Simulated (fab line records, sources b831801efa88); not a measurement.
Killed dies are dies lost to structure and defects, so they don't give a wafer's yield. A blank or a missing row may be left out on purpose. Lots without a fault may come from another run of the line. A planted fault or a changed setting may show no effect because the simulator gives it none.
A struck lot beside a sound one | flow sky130 | 44 steps out of a route of 708
Sound: wafers L960.1, L960.5, L960.6. Struck: wafers L967.1, L967.2, L967.3. The cause comes at the end.
At each step with rows: each side's tool, then ch and its chambers, then its first start. Under that, the readings that differ: sound wafers | struck wafers | difference of the means | sigmas: that difference in standard deviations of wafers without a fault.
alike: readings whose means differ by less than 2 such deviations, and words and numbers that are the same on both sides. not compared: withheld readings, readings that some wafer has no value for, bounds like >300 that may hide the same value, and numbers for which the record gives no deviation and whose values overlap.
The two part at a step that has a row with sigmas, a row that says differs or no value, or rows on one side only. Numbers that don't overlap but have no deviation are shown without sigmas and don't part them. A reading that every wafer of one side lacks parts them only if that side has two wafers or more.

first, 3 steps without rows for these wafers: SKY_VIA2_CLEAN_18 (cleans in IPA, time 180 s); SKY_VIA2_CLEAN_19 (cleans in O3/DIW); SKY_VIA2_SPUTTER_20 (material TiN, target thk 20 nm, time 80 s).
SKY_VIA2_CVD_21: deposits W, target thk 420 nm, time 126.4 s.
  sound on cvd_w-01 ch 0,1, day 36 21:50; struck on cvd_w-02 ch 0,1, day 39 07:17
  alike: heater_power_w
SKY_VIA2_RS_MEAS_22: measures by four-point-probe.
  sound on film_metro-04, day 36 21:58; struck on film_metro-04, day 39 07:25
  alike: VIA2_W_RS
SKY_VIA2_THK_MEAS_23: measures by xrf.
  sound on film_metro-04, day 36 22:05; struck on film_metro-04, day 39 07:32
  alike: VIA2_W_THK
then, 1 step without rows for these wafers: SKY_VIA2_CMP_24 (polishes, stops on SiO2, t overpolish 20 s, target thk 0 nm).
SKY_METAL3_SPUTTER_00: material Ti, target thk 15 nm, time 10 s.
  sound on pvd_sputter-01, day 36 22:27; struck on pvd_sputter-04, day 39 14:29
  alike: throttle_valve_pct
SKY_METAL3_SPUTTER_01: material TiN, target thk 20 nm, time 16.7 s.
  sound on pvd_sputter-01, day 36 22:29; struck on pvd_sputter-04, day 39 14:31
  alike: throttle_valve_pct
then, 1 step without rows for these wafers: SKY_METAL3_SPUTTER_02 (material AlCu, target thk 735 nm, time 39.1 s).
SKY_METAL3_SPUTTER_03: material Ti, target thk 5 nm, time 3.3 s.
  sound on pvd_sputter-01, day 36 22:32; struck on pvd_sputter-04, day 39 14:35
  alike: throttle_valve_pct
SKY_METAL3_SPUTTER_04: material TiN, target thk 70 nm, time 58.3 s.
  sound on pvd_sputter-01, day 36 22:34; struck on pvd_sputter-04, day 39 14:37
  alike: throttle_valve_pct
SKY_CAPM_CVD_00: deposits SiO2, target thk 15.5 nm.
  sound on pecvd-02 ch 0,1,2, day 36 22:37; struck on pecvd-02 ch 0,1,2, day 39 14:40
  reading                               | sound            | struck            | difference | sigmas
  model.SiO2_of_CAPM_CVD_00.thk_nm (nm) | 15.08 15.4 15.61 | 15.89 15.91 15.78 | +0.50      |
  alike: heater_power_w
SKY_CAPM_THK_MEAS_01:
  sound on film_metro-02, day 36 22:38; struck on film_metro-02, day 39 14:41
  reading              | sound             | struck            | difference | sigmas
  CAPM_CVD_00_THK (nm) | 15.10 15.40 15.62 | 15.91 15.90 15.81 | +0.50      | +2
then, 1 step without rows for these wafers: SKY_CAPM_SPUTTER_02 (material TiN, target thk 200 nm, time 166.7 s).
SKY_CAPM_RS_MEAS_03: measures by four-point-probe.
  sound on film_metro-03, day 36 22:48; struck on film_metro-04, day 39 14:51
  alike: CAPM_TIN_RS
SKY_CAPM_THK_MEAS_04: measures by xrf.
  sound on film_metro-03, day 36 22:55; struck on film_metro-04, day 39 14:58
  alike: CAPM_TIN_THK
then, 7 steps without rows for these wafers: SKY_CAPM_DEHYDRATE_05 (time 60 s); SKY_CAPM_HMDS_06 (prime time 60 s); SKY_CAPM_COAT_07 (resist thk 1140 nm); SKY_CAPM_SOFTBAKE_08 (time 60 s); SKY_CAPM_EXPOSE_09 (exposes mask CAPM, target cd 1000 nm); SKY_CAPM_PEB_10; SKY_CAPM_DEVELOP_11 (develop time 60 s).
SKY_CAPM_OVL_MEAS_12:
  sound on overlay-02, day 38 00:06; struck on overlay-01, day 40 13:50
  alike: CAPM_OVL
then, 13 steps without rows for these wafers: SKY_CAPM_METAL_ETCH_13 (etches TiN in Cl2/BCl3, stops on SiO2, target depth 220 nm, time 62.9 s); SKY_CAPM_STRIP_14 (strips in O2/N2); SKY_CAPM_STRIP_15 (strips in post etch residue remover, time 1200 s); SKY_CAPM_CLEAN_16 (cleans in IPA, time 180 s); SKY_CAPM_CLEAN_17 (cleans in O3/DIW); SKY_METAL3_DEHYDRATE_05 (time 60 s); SKY_METAL3_HMDS_06 (prime time 60 s); SKY_METAL3_COAT_07 (resist thk 60 nm); SKY_METAL3_COAT_08 (resist thk 1140 nm); SKY_METAL3_SOFTBAKE_09 (time 90 s); SKY_METAL3_EXPOSE_10 (exposes mask MM3, target cd 300 nm); SKY_METAL3_PEB_11; SKY_METAL3_DEVELOP_12 (develop time 60 s).
SKY_METAL3_CD_MEAS_13: target cd 300 nm.
  sound on cd_sem-02, day 39 01:38; struck on cd_sem-02, day 41 14:11
  alike: cd_nm
SKY_METAL3_OVL_MEAS_14:
  sound on overlay-01, day 39 01:46; struck on overlay-01, day 41 14:19
  alike: METAL3_OVL
then, 2 steps without rows for these wafers: SKY_METAL3_DESCUM_15 (chemistry O2, time 8 s); SKY_METAL3_ETCH_16 (etches BARC in N2/H2, stops on SiO2, time 88.2 s, target depth 60 nm).
SKY_METAL3_ETCH_17: etches SiO2 in C4F8/O2/Ar, stops on TiN, time 3.9 s, target depth 15 nm.
  sound on rie_diel-02 ch 0,2,3, day 39 02:04; struck on rie_diel-02 ch 0,2,3, day 41 14:29
  reading                  | sound            | struck            | difference | sigmas
  model.etch.depth_nm (nm) | 15.08 15.4 15.61 | 15.89 15.91 15.78 | +0.50      |
  alike: oes_product_au
  not compared: rf_hours_counter_h
-- the record jumps here: 7 days lie between the struck wafers' starts before and after (it left off in module METAL3 and takes up again in module PAD_OPEN, whose first step shown is number 708 of the route) --
SKY_PAD_OPEN_PROBE_99:
  sound on prober-01, day 46 09:55; struck on prober-01, day 48 09:01
  reading                      | sound             | struck            | difference | sigmas
  killed_short                 | 32 36 39          | 57 50 35          | +12        | +2
  model.etest.cap_mim.c_ff_um2 | 2.409 2.366 2.322 | 2.288 2.298 2.299 | -0.071     |
  alike: defect_limited_yield, killed_at_M0_to_M3, killed_at_M4_up, killed_at_contacts, killed_at_front_end, killed_at_other, killed_dies, killed_open, sort_bin_3_pad_short, sort_bin_5_function, sort_bin_6_memory, sort_n_pass, sort_yield_pct
  not compared: model.etest.cap_mim.bv_v, model.etest.cap_mim.leak_log10_a_cm2

WHERE THEY PART
First at SKY_CAPM_THK_MEAS_01; last, within this record, at SKY_PAD_OPEN_PROBE_99.

WHY: what the simulator had put in
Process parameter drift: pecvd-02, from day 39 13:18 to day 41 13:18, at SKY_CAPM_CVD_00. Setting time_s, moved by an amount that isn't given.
